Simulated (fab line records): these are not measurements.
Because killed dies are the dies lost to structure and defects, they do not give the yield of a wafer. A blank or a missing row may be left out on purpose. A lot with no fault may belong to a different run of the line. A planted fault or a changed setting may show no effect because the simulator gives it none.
Code-filled problem report in 8D (eight disciplines) form -- flow sky130 -- the parts of the form that need people (team, actions taken, sign-off) are left out

== 1. PROBLEM STATEMENT ==
A mean of 128.4 s is read at SKY_FIELD_ISO_ETCH_17 for run_length_s, taken on 1 wafer of 1 lot, against 126.1 s (standard deviation 0.4) on wafers free of any fault. That puts it +5.8 standard deviations away from the usual mean.
The step: etches Si in HBr/Cl2/O2, target depth 342 nm, time 97.7 s.
First seen on wafer L711.4, day 6 13:23, on rie_si-01. At this step, 35 wafers from 12 lots have a number in the record. Rule for "out" (also "out of limits"): further than 4 standard deviations from the usual mean. The rest of the wafers with a number are treated as sound.

== 2. WHAT THIS IS AND IS NOT ==
question,is,is not
which readings at this step,run_length_s,"drypump_motor_current_A, oes_product_au, rf_fwd_power_W, throttle_valve_pct"
which lots,L711,"L694, L696, L697, L698, L699, L700, L701, L702, L703, L704, L705"
which wafers of those lots,L711.4,L711.1
read on which tools,rie_si-01,rie_si-02
when,from day 6 13:23,up to then (34 sound wafers)

== 3. WHAT RULES OUT EACH SUSPECT ==
Counting: any tool at a process step up to the reading remains a suspect provided it ran every lot that is out. Sound lots after the first of them don't rule it out here, since some wafers of a struck lot are sound.
- rie_si-01 at SKY_FIELD_ISO_ETCH_17 (etches Si in HBr/Cl2/O2, target depth 342 nm, time 97.7 s): kept. L711, the lot that is out, went through it at day 6 13:23; up to then, the latest sound lot through it was L704 at day 5 02:49. On those wafers its own readings are out: run_length_s.
- Within rie_si-01 at SKY_FIELD_ISO_ETCH_17, the wafers that are out were processed in chamber 2 and their sound lot-mates in chamber 0.
After counting, what remains is rie_si-01 at SKY_FIELD_ISO_ETCH_17.

== 4. THE CAUSE (what the simulator had put in) ==
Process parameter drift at SKY_FIELD_ISO_ETCH_17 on rie_si-01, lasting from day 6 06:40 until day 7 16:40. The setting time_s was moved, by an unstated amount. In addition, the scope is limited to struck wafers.
This tool alone remained once counting was done.

== 5. SEQUENCE OF EFFECTS, ordered by route ==
Each row: a reading where the mean over the struck wafers with a number is more than 3 standard deviations away from the usual. Only readings whose record carries a usual standard deviation are examined. hours: median over the lots of the time between each lot's start at the first step of this table that gives one and its start at this step. sigmas: the change, counted in usual standard deviations.
hours,step,reading,usual,on struck wafers,change,sigmas
0,SKY_FIELD_ISO_ETCH_17,run_length_s,126.1 s,128.4,+2.3,+5.8
Here are the process steps it includes:
- SKY_FIELD_ISO_ETCH_17: etches Si in HBr/Cl2/O2, target depth 342 nm, time 97.7 s.

== 6. HOW IT WOULD HAVE BEEN CAUGHT EARLIER ==
In this record the first reading out of limits was taken at day 6 13:23, 7 hours after the fault began at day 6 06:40.
